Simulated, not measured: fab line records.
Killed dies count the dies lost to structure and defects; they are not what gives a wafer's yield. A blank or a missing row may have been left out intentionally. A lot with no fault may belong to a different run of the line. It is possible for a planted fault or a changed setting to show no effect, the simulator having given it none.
Matching of chambers / flow sky130 / rie-diel-04 running SKY_LI_CONTACT_ETCH_14: 4 sister chambers
The step etches BARC in N2/H2, stops on SiO2, time 45.9 s, target depth 60 nm. 20 wafers are shown with their chamber, then 10 later ones without.

== WAFERS WITH THEIR CHAMBER ==
wafer=L076.1; chamber=1; drypump-motor-current-A (A)=6.4; throttle-valve-pct (%)=13.235; oes-product-au (a.u.)=0.851
wafer=L076.3; chamber=3; drypump-motor-current-A (A)=5.7; throttle-valve-pct (%)=13.230; oes-product-au (a.u.)=0.856
wafer=L076.6; chamber=3; drypump-motor-current-A (A)=5.7; throttle-valve-pct (%)=13.220; oes-product-au (a.u.)=0.860
wafer=L078.2; chamber=0; drypump-motor-current-A (A)=6.4; throttle-valve-pct (%)=13.233; oes-product-au (a.u.)=0.857
wafer=L078.4; chamber=2; drypump-motor-current-A (A)=5.2; throttle-valve-pct (%)=13.222; oes-product-au (a.u.)=0.851
wafer=L078.5; chamber=3; drypump-motor-current-A (A)=5.8; throttle-valve-pct (%)=13.235; oes-product-au (a.u.)=0.861
wafer=L079.1; chamber=2; drypump-motor-current-A (A)=5.2; throttle-valve-pct (%)=13.234; oes-product-au (a.u.)=0.851
wafer=L079.4; chamber=0; drypump-motor-current-A (A)=6.4; throttle-valve-pct (%)=13.224; oes-product-au (a.u.)=0.850
wafer=L079.5; chamber=1; drypump-motor-current-A (A)=6.3; throttle-valve-pct (%)=13.228; oes-product-au (a.u.)=0.856
wafer=L081.2; chamber=0; drypump-motor-current-A (A)=6.4; throttle-valve-pct (%)=13.229; oes-product-au (a.u.)=0.859
wafer=L081.4; chamber=3; drypump-motor-current-A (A)=5.8; throttle-valve-pct (%)=13.237; oes-product-au (a.u.)=0.848
wafer=L081.6; chamber=0; drypump-motor-current-A (A)=6.4; throttle-valve-pct (%)=13.229; oes-product-au (a.u.)=0.848
wafer=L082.2; chamber=1; drypump-motor-current-A (A)=6.4; throttle-valve-pct (%)=13.225; oes-product-au (a.u.)=0.849
wafer=L082.3; chamber=2; drypump-motor-current-A (A)=5.2; throttle-valve-pct (%)=13.223; oes-product-au (a.u.)=0.855
wafer=L082.4; chamber=0; drypump-motor-current-A (A)=6.4; throttle-valve-pct (%)=13.219; oes-product-au (a.u.)=0.853
wafer=L084.1; chamber=2; drypump-motor-current-A (A)=5.2; throttle-valve-pct (%)=13.224; oes-product-au (a.u.)=0.851
wafer=L084.3; chamber=3; drypump-motor-current-A (A)=5.8; throttle-valve-pct (%)=13.228; oes-product-au (a.u.)=0.850
wafer=L084.6; chamber=0; drypump-motor-current-A (A)=6.5; throttle-valve-pct (%)=13.209; oes-product-au (a.u.)=0.849
wafer=L085.1; chamber=2; drypump-motor-current-A (A)=5.2; throttle-valve-pct (%)=13.219; oes-product-au (a.u.)=0.854
wafer=L085.2; chamber=1; drypump-motor-current-A (A)=6.4; throttle-valve-pct (%)=13.225; oes-product-au (a.u.)=0.855

SIGNATURES, as means of the wafers listed above
reading=drypump-motor-current-A; chamber 0=6.417; chamber 1=6.375; chamber 2=5.200; chamber 3=5.760; scatter within a chamber=0.0417
reading=throttle-valve-pct; chamber 0=13.22383; chamber 1=13.22825; chamber 2=13.22440; chamber 3=13.23000; scatter within a chamber=0.00687
reading=oes-product-au; chamber 0=0.85267; chamber 1=0.85275; chamber 2=0.85240; chamber 3=0.85500; scatter within a chamber=0.00422
Rule: a wafer's distance from a chamber is the root of the sum, over the readings, of the square of ((its reading less the chamber's mean) divided by the reading's scatter). The wafer belongs to the nearest chamber; if the next one is less than 2 further off, it can't be placed. The scatter: the root of (the sum of the squares of (reading less its chamber's mean) over the shown wafers, divided by (wafers less chambers)).

== WAFERS WITH NO CHAMBER GIVEN ==
wafer=L085.4; drypump-motor-current-A (A)=5.8; throttle-valve-pct (%)=13.233; oes-product-au (a.u.)=0.857
wafer=L090.1; drypump-motor-current-A (A)=6.4; throttle-valve-pct (%)=13.223; oes-product-au (a.u.)=0.852
wafer=L090.5; drypump-motor-current-A (A)=5.2; throttle-valve-pct (%)=13.254; oes-product-au (a.u.)=0.859
wafer=L090.6; drypump-motor-current-A (A)=6.3; throttle-valve-pct (%)=13.221; oes-product-au (a.u.)=0.860
wafer=L093.2; drypump-motor-current-A (A)=6.4; throttle-valve-pct (%)=13.229; oes-product-au (a.u.)=0.855
wafer=L093.4; drypump-motor-current-A (A)=6.4; throttle-valve-pct (%)=13.240; oes-product-au (a.u.)=0.858
wafer=L093.6; drypump-motor-current-A (A)=5.2; throttle-valve-pct (%)=13.229; oes-product-au (a.u.)=0.852
wafer=L097.2; drypump-motor-current-A (A)=6.4; throttle-valve-pct (%)=13.234; oes-product-au (a.u.)=0.855
wafer=L097.3; drypump-motor-current-A (A)=5.2; throttle-valve-pct (%)=13.226; oes-product-au (a.u.)=0.856
wafer=L097.5; drypump-motor-current-A (A)=5.8; throttle-valve-pct (%)=13.226; oes-product-au (a.u.)=0.861

== WHICH CHAMBER EACH ONE RAN IN ==
wafer=L085.4; from the rows above=3; in truth=3
wafer=L090.1; from the rows above=can't be placed: 0 or 1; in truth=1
wafer=L090.5; from the rows above=2; in truth=2
wafer=L090.6; from the rows above=can't be placed: 1 or 0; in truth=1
wafer=L093.2; from the rows above=can't be placed: 1 or 0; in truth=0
wafer=L093.4; from the rows above=can't be placed: 1 or 0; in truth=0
wafer=L093.6; from the rows above=2; in truth=2
wafer=L097.2; from the rows above=can't be placed: 1 or 0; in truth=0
wafer=L097.3; from the rows above=2; in truth=2
wafer=L097.5; from the rows above=3; in truth=3
Correct placement for 5 of the 10. Unplaceable from these rows: 5, with the true chamber sitting among the candidates in 5. Wrongly placed: 0.
